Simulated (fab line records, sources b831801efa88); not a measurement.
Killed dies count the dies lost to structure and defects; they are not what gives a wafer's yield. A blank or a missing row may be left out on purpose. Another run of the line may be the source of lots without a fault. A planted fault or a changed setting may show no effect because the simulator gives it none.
What tool caused it? || flow sfq_line || Sampling: 6 lots, 18 wafers, 2 of 325 route steps

WHAT THE GAUGES SHOWED, per wafer
SFQ_I0_OVL_MEAS_908.
{"lot": "L403", "measured": "day 16 00:41", "on": "overlay-01", "I0_OVL (nm)": "-3 -5 -7"}
{"lot": "L405", "measured": "day 16 16:48", "on": "overlay-02", "I0_OVL (nm)": "-2 -1 -6"}
{"lot": "L407", "measured": "day 18 04:31", "on": "overlay-01", "I0_OVL (nm)": "-9 -2 -2"}
{"lot": "L409", "measured": "day 19 04:30", "on": "overlay-01", "I0_OVL (nm)": "63 65 63"}
{"lot": "L412", "measured": "day 20 02:14", "on": "overlay-02", "I0_OVL (nm)": "6 5 4"}
{"lot": "L417", "measured": "day 22 02:09", "on": "overlay-01", "I0_OVL (nm)": "2 -5 -9"}

WHICH TOOL RAN EACH LOT (tool, then ch and the chambers of the sampled wafers, then the start)
{"lot": "L403", "SFQ_TRILAYER_I0_VIA_LITHO_EXPOSE_032": "krf_scanner-02 ch 0, day 15 23:11"}
{"lot": "L405", "SFQ_TRILAYER_I0_VIA_LITHO_EXPOSE_032": "krf_scanner-01 ch 0, day 16 15:41"}
{"lot": "L407", "SFQ_TRILAYER_I0_VIA_LITHO_EXPOSE_032": "krf_scanner-02 ch 0, day 18 03:12"}
{"lot": "L409", "SFQ_TRILAYER_I0_VIA_LITHO_EXPOSE_032": "krf_scanner-02 ch 0, day 19 03:00"}
{"lot": "L412", "SFQ_TRILAYER_I0_VIA_LITHO_EXPOSE_032": "krf_scanner-01 ch 0, day 20 00:56"}
{"lot": "L417", "SFQ_TRILAYER_I0_VIA_LITHO_EXPOSE_032": "krf_scanner-01 ch 0, day 22 00:39"}
- SFQ_TRILAYER_I0_VIA_LITHO_EXPOSE_032: exposes mask I0, target cd 500 nm.

THE ANSWER, worked out from the rows above alone
Rule: what is usual is taken from the lots themselves. The widest of any qualifying gaps counts: lots, ordered by their means at a reading, are off when they make up no more than a third of the lots, leave a main group of 4 or more, and stand apart from it by 3 or more times the standard deviation of that group's means. Not used: any main group whose means are identical at the precision the tables above print for the reading. Also off: a lot with no number at a reading for which 4 or more lots have one. All remaining lots with rows at the step are treated as sound.
Off: at SFQ_I0_OVL_MEAS_908 (I0_OVL), L409. Mean -2 nm and standard deviation 3.7 in the main group.
A tool fits if, at a process step before that reading, it ran every lot that is off, and no sound lot after the first of them. The gauges at SFQ_I0_OVL_MEAS_908 are tried like those tools. One candidate fits, namely krf_scanner-02 at SFQ_TRILAYER_I0_VIA_LITHO_EXPOSE_032. Its last sound lot is L407 (day 18 03:12), its first lot that is off L409 (day 19 03:00): a fault that began between those two fits.

WHAT THE SIMULATOR HAD PUT IN
Scanner matching overlay: krf_scanner-02, from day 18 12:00 on, at SFQ_TRILAYER_I0_VIA_LITHO_EXPOSE_032. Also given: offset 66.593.
Lots struck among those shown: L409. The rule above found the same.
